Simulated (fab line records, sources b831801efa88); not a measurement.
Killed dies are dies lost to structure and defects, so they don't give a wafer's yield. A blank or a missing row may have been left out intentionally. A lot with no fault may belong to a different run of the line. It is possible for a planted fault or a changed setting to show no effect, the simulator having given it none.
Chamber matching | flow sky130 | 4 sister chambers for SKY_CONTACT_CMP_27 on cmp-01
The step polishes, stops on SiO2, t overpolish 15 s, target thk 0 nm. 14 wafers are shown with their chamber, then 7 later ones without.

WAFERS, EACH WITH ITS CHAMBER
wafer  | chamber | motor_current_A (A) | time_to_endpoint_s (s) | retaining_ring_pressure_frac
L690.1 | 1       | 9.8                 | 81.9                   | 0.999
L690.5 | 0       | 12.2                | 79.4                   | 1.005
L690.6 | 3       | 10.2                | 83.3                   | 0.997
L692.3 | 2       | 9.2                 | 84.0                   | 1.006
L692.4 | 3       | 10.5                | 82.7                   | 1.004
L692.6 | 1       | 10.6                | 87.0                   | 0.995
L695.1 | 2       | 9.4                 | 85.1                   | 1.006
L695.3 | 1       | 10.4                | 83.7                   | 1.004
L695.5 | 2       | 9.4                 | 82.9                   | 1.008
L693.1 | 2       | 9.5                 | 87.7                   | 1.003
L693.4 | 0       | 11.5                | 81.4                   | 0.996
L693.6 | 3       | 9.9                 | 86.4                   | 0.997
L697.1 | 1       | 10.0                | 80.9                   | 0.997
L697.2 | 3       | 10.4                | 84.2                   | 1.002

SIGNATURES, as means of the wafers listed above
reading                      | chamber 0 | chamber 1 | chamber 2 | chamber 3 | scatter within a chamber
motor_current_A              | 11.850    | 10.200    | 9.375     | 10.250    | 0.3
time_to_endpoint_s           | 80.400    | 83.375    | 84.925    | 84.150    | 2.1
retaining_ring_pressure_frac | 1.00050   | 0.99875   | 1.00575   | 1.00000   | 0.00369
Rule: a wafer's distance from a chamber is the root of the sum, over the readings, of the square of ((its reading less the chamber's mean) divided by the reading's scatter). If the next closest chamber is less than 2 further off than the closest, the wafer can't be placed; otherwise it belongs to the closest. The scatter: take each reading less its chamber's mean, square it, sum over the shown wafers, divide by the number of wafers less the number of chambers, and take the root.

WAFERS WITH NO CHAMBER GIVEN
wafer  | motor_current_A (A) | time_to_endpoint_s (s) | retaining_ring_pressure_frac
L697.4 | 12.0                | 81.0                   | 0.994
L711.1 | 10.8                | 83.2                   | 1.004
L711.3 | 11.9                | 82.1                   | 0.997
L711.4 | 10.2                | 85.5                   | 0.992
L712.1 | 10.5                | 85.8                   | 1.010
L712.3 | 9.7                 | 85.1                   | 1.005
L712.5 | 12.1                | 83.2                   | 0.993

THE CHAMBER EACH PASSED THROUGH
wafer  | from the rows above          | in truth
L697.4 | 0                            | 0
L711.1 | can't be placed: 3 or 1 or 0 | 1
L711.3 | 0                            | 0
L711.4 | can't be placed: 1 or 3      | 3
L712.1 | can't be placed: 3 or 1 or 2 | 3
L712.3 | can't be placed: 2 or 3 or 1 | 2
L712.5 | 0                            | 0
3 of 7 placed correctly. Not placeable from these rows: 4 (in 4, the candidates include the true chamber). 0 placed wrongly.
